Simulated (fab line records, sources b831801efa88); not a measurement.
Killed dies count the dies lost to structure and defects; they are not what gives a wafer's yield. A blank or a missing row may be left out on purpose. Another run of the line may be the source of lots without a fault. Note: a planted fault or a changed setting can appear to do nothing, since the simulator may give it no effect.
A struck lot beside a sound one | flow sky130 | 15 steps out of a route of 708
Sound: the wafers L358.1, L358.5, L358.6. Wafers L364.3, L364.4, L364.6 were the ones struck. The cause is named last.
Order at every step that has rows: each side's tool, ch and its chambers, its first start. Under that, the readings that differ: sound wafers | struck wafers | difference of the means | sigmas: that difference in standard deviations of wafers without a fault.
alike: same words and numbers on both sides, and readings whose means sit less than 2 such deviations apart. not compared: any withheld reading, any reading some wafer has no value for, any bound like >300 that may hide the same value, and any number with overlapping values for which the record gives no deviation.
Wherever a step has rows on one side only, a row that says differs or no value, or a row with sigmas, the two part there. Numbers that have no deviation but don't overlap get no sigmas and don't part them. A reading missing from all wafers of one side parts the sides only when that side holds two or more wafers.

first, 2 steps without rows for these wafers: SKY_VT_ADJUST_LVTN_PEB_05; SKY_VT_ADJUST_LVTN_DEVELOP_06 (develop time 60 s).
SKY_VT_ADJUST_LVTN_OVL_MEAS_07:
  sound on overlay-02 at day 8 15:30; struck on overlay-02 at day 10 14:22
  alike: VT_ADJUST_LVTN_OVL
next, for these wafers, 1 step has no rows: SKY_VT_ADJUST_LVTN_IMPLANT_08.
SKY_VT_ADJUST_LVTN_STRIP_09: strips in O2/N2.
  sound on plasma-asher-04 ch 0,1, day 8 15:41; struck on plasma-asher-03 ch 0,1, day 10 14:34
  alike: drypump-motor-current-A, oes-product-au, strip-time-to-endpoint-s
  not compared: rf-hours-counter-h
SKY_VT_ADJUST_LVTN_TW_MEAS_10:
  sound on film-metro-03 at day 8 15:47; struck on film-metro-04 at day 10 14:39
  reading           | sound       | struck      | difference | sigmas
  VT_ADJUST_LVTN_TW | 239 240 240 | 247 247 248 | +8         | +2
then, 6 steps without rows for these wafers: SKY_VT_ADJUST_LVTN_DEHYDRATE_11 (time 60 s); SKY_VT_ADJUST_LVTN_HMDS_12 (prime time 60 s); SKY_VT_ADJUST_LVTN_COAT_13 (resist thk 1140 nm); SKY_VT_ADJUST_LVTN_SOFTBAKE_14 (time 60 s); SKY_VT_ADJUST_LVTN_EXPOSE_15 (exposes mask HVN STD DERIVED, target cd 600 nm); SKY_VT_ADJUST_LVTN_PEB_16.
SKY_VT_ADJUST_LVTN_DEVELOP_17: develop time 60 s.
  sound on litho-track-01 ch 0, day 9 14:24; struck on litho-track-03 ch 0, day 11 14:19
  reading              | sound             | struck            | difference | sigmas
  developer-temp-C (C) | 23.03 23.01 23.01 | 25.33 25.42 25.45 | +2.38      | +22
SKY_VT_ADJUST_LVTN_OVL_MEAS_18:
  sound on overlay-01 at day 9 14:33; struck on overlay-01 at day 11 14:26
  alike: VT_ADJUST_LVTN_01_OVL
-- record jumps: 39 days separate the struck wafers' starts on either side; left off in module VT_ADJUST_LVTN, taken up again in module PAD_OPEN, whose first shown step is the route's number 708 --
SKY_PAD_OPEN_PROBE_99:
  sound on prober-02 at day 48 16:25; struck on prober-01 at day 50 09:49
  reading             | sound    | struck  | difference | sigmas
  killed-at-front-end | 28 24 20 | 16 10 9 | -12        | -3
  alike: killed_at_M0_to_M3, killed_at_M4_up, killed-at-contacts, killed-at-other, killed-dies, killed-open, killed-short

## WHERE THEY PART
First at SKY_VT_ADJUST_LVTN_TW_MEAS_10; last, within this record, at SKY_PAD_OPEN_PROBE_99.

WHY: the cause the simulator had injected
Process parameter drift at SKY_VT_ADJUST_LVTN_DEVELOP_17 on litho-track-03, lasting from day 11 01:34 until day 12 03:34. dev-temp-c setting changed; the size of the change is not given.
